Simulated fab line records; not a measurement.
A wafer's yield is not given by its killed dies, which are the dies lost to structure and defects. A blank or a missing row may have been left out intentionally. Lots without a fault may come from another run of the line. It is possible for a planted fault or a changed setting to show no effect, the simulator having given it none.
Struck lot and sound lot, side by side    flow sky130    14 out of 708 route steps
Sound: wafers L987.1, L987.3, L987.5. The struck wafers were L991.3, L991.4, L991.6. The cause comes at the end.
Per side, at each step with rows, come the tool, then ch with its chambers, and then its first start. Under that, the readings that differ: sound wafers    struck wafers    difference of the means    sigmas: that difference in standard deviations of wafers without a fault.
alike: readings with means less than 2 such deviations apart, plus words and numbers identical on both sides. not compared: withheld readings, readings lacking a value on some wafer, bounds such as >300 that could conceal the same value, and numbers that have no deviation in the record and whose values overlap.
A row with sigmas, a row that says differs or no value, or rows on one side alone: a step with any of these is where the two part. When numbers do not overlap yet have no deviation, they are printed without sigmas and do not part them. A reading that every wafer of one side lacks parts them only if that side has two wafers or more.

SKY_NWELL_OVL_MEAS_10:
  sound on overlay-01, day 7 01:00; struck on overlay-02, day 8 04:12
  alike: NWELL_00_OVL
then, 3 steps without rows for these wafers: SKY_NWELL_IMPLANT_11; SKY_NWELL_IMPLANT_12; SKY_NWELL_IMPLANT_13.
SKY_NWELL_STRIP_14: strips in O2/N2.
  sound on plasma_asher-02 ch 0, day 7 01:29; struck on plasma_asher-02 ch 0,1, day 8 04:42
  alike: drypump_motor_current_A, o2_flow_sccm, oes_product_au, strip_time_to_endpoint_s
  not compared: rf_hours_counter_h
SKY_NWELL_TW_MEAS_15:
  sound on film_metro-01, day 7 01:35; struck on film_metro-01, day 8 04:47
  alike: NWELL_TW
then, 6 steps without rows for these wafers: SKY_NWELL_DEHYDRATE_16 (time 60 s); SKY_NWELL_HMDS_17 (prime time 60 s); SKY_NWELL_COAT_18 (resist thk 3000 nm); SKY_NWELL_SOFTBAKE_19; SKY_NWELL_EXPOSE_20 (exposes mask NWM COMPLEMENT, target cd 840 nm); SKY_NWELL_PEB_21.
SKY_NWELL_DEVELOP_22: develop time 60 s.
  struck on litho_track-02, day 9 01:00; sound on litho_track-02 ch 0, day 7 20:00
  no value came back on the struck wafers for chill_plate_temp_C (C), develop_time_s (s); on the sound wafers chill_plate_temp_C (C) reads 22.88 23.07 22.81
SKY_NWELL_OVL_MEAS_23:
  sound on overlay-02, day 7 21:01; struck on overlay-02, day 9 01:10
reading            sound        struck  difference                     sigmas
NWELL_01_OVL (nm)  0.9 0.2 1.8  - - -   no value on the struck wafers  

## WHERE THEY PART
Earliest at SKY_NWELL_DEVELOP_22; latest, in this record, at SKY_NWELL_OVL_MEAS_23.

WHY: what the simulator had put in
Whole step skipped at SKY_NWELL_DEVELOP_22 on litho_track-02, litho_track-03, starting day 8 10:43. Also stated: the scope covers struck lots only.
